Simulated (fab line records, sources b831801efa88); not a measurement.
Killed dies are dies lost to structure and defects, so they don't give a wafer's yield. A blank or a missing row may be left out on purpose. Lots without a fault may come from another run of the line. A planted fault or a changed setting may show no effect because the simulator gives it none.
Chamber matching | flow sfq_line | SFQ_TRILAYER_I4_CMP_CMP_100 on cmp-01: 4 sister chambers
The step polishes SiO2. 8 wafers are shown with their chamber, then 10 later ones without.

WAFERS WITH THEIR CHAMBER
wafer  | chamber | motor_current_A (A) | time_to_endpoint_s (s)
L101.1 | 2       | 10.1                | 211
L102.3 | 3       | 9.9                 | 220
L102.6 | 2       | 9.4                 | 212
L108.2 | 1       | 9.9                 | 204
L108.5 | 1       | 10.0                | 208
L108.6 | 0       | 8.7                 | 221
L109.1 | 3       | 10.4                | 223
L109.4 | 0       | 8.7                 | 224

WAFERS WITHOUT THEIR CHAMBER
wafer  | motor_current_A (A) | time_to_endpoint_s (s)
L109.5 | 8.7                 | 231
L113.1 | 10.5                | 211
L113.4 | 10.2                | 209
L113.5 | 10.2                | 204
L116.2 | 11.0                | 219
L116.4 | 8.4                 | 236
L116.5 | 9.6                 | 219
L117.2 | 9.1                 | 223
L117.4 | 9.7                 | 210
L117.5 | 9.9                 | 202

WHICH CHAMBER EACH WENT THROUGH
wafer  | from the rows above          | in truth
L109.5 | 0                            | 0
L113.1 | can't be placed: 2 or 1      | 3
L113.4 | can't be placed: 1 or 2      | 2
L113.5 | 1                            | 1
L116.2 | 3                            | 3
L116.4 | 0                            | 0
L116.5 | can't be placed: 3 or 0 or 2 | 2
L117.2 | 0                            | 0
L117.4 | can't be placed: 2 or 1      | 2
L117.5 | 1                            | 1
Placed correctly: 6 of 10. Can't be placed from these rows: 4 (the true chamber is among the candidates in 3). Placed wrongly: 0.
How it was worked out, from the rows above alone: a wafer's distance from a chamber is the root of the sum, over the readings, of the square of ((its reading less the chamber's mean) divided by the reading's scatter). The wafer belongs to the nearest chamber; if the next one is less than 2 further off, it can't be placed. A chamber's mean is the mean of its shown wafers. The scatter: the root of (the sum of the squares of (reading less its chamber's mean) over the shown wafers, divided by (wafers less chambers)).
